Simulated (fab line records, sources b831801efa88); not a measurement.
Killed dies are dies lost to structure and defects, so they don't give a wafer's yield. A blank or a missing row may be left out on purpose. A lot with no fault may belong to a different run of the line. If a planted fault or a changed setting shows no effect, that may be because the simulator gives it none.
Chamber matching / flow gf180mcu / 4 sister chambers for GF_CONTACT_CMP_27 on cmp-01
The step polishes, stops on SiO2, t overpolish 15 s, target thk 0 nm. 4 wafers are shown with their chamber, then 9 later ones without.

== WAFERS PAIRED WITH THEIR CHAMBERS ==
wafer=L579.5; chamber=3; motor current A (A)=11.8
wafer=L580.1; chamber=2; motor current A (A)=13.8
wafer=L580.2; chamber=0; motor current A (A)=14.7
wafer=L580.4; chamber=1; motor current A (A)=11.9

== WAFERS WHOSE CHAMBER IS MISSING ==
wafer=L581.1; motor current A (A)=12.0
wafer=L581.4; motor current A (A)=15.0
wafer=L581.5; motor current A (A)=11.4
wafer=L582.2; motor current A (A)=13.9
wafer=L582.5; motor current A (A)=11.1
wafer=L582.6; motor current A (A)=14.9
wafer=L584.1; motor current A (A)=15.6
wafer=L584.2; motor current A (A)=12.0
wafer=L584.3; motor current A (A)=13.2

== CHAMBER TAKEN BY EACH ==
wafer=L581.1; from the rows above=can't be placed: 1 or 3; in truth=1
wafer=L581.4; from the rows above=can't be placed: 0 or 2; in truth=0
wafer=L581.5; from the rows above=can't be placed: 3 or 1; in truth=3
wafer=L582.2; from the rows above=can't be placed: 2 or 0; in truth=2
wafer=L582.5; from the rows above=can't be placed: 3 or 1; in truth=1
wafer=L582.6; from the rows above=can't be placed: 0 or 2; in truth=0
wafer=L584.1; from the rows above=can't be placed: 0 or 2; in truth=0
wafer=L584.2; from the rows above=can't be placed: 1 or 3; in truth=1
wafer=L584.3; from the rows above=can't be placed: 2 or 1 or 3 or 0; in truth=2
Placed correctly: 0 of 9. Cannot be placed on the basis of these rows: 9; the candidates contain the true chamber in 9. Number placed wrongly: 0.
How it was worked out, from the rows above alone: a wafer's distance from a chamber is the root of the sum, over the readings, of the square of ((its reading less the chamber's mean) divided by the reading's scatter). If the next closest chamber is less than 2 further off than the closest, the wafer can't be placed; otherwise it belongs to the closest. A chamber's mean is the mean of its shown wafers. The scatter: with one shown wafer a chamber, the root of the mean of the squares of how far each hidden wafer lies from its nearest shown one.
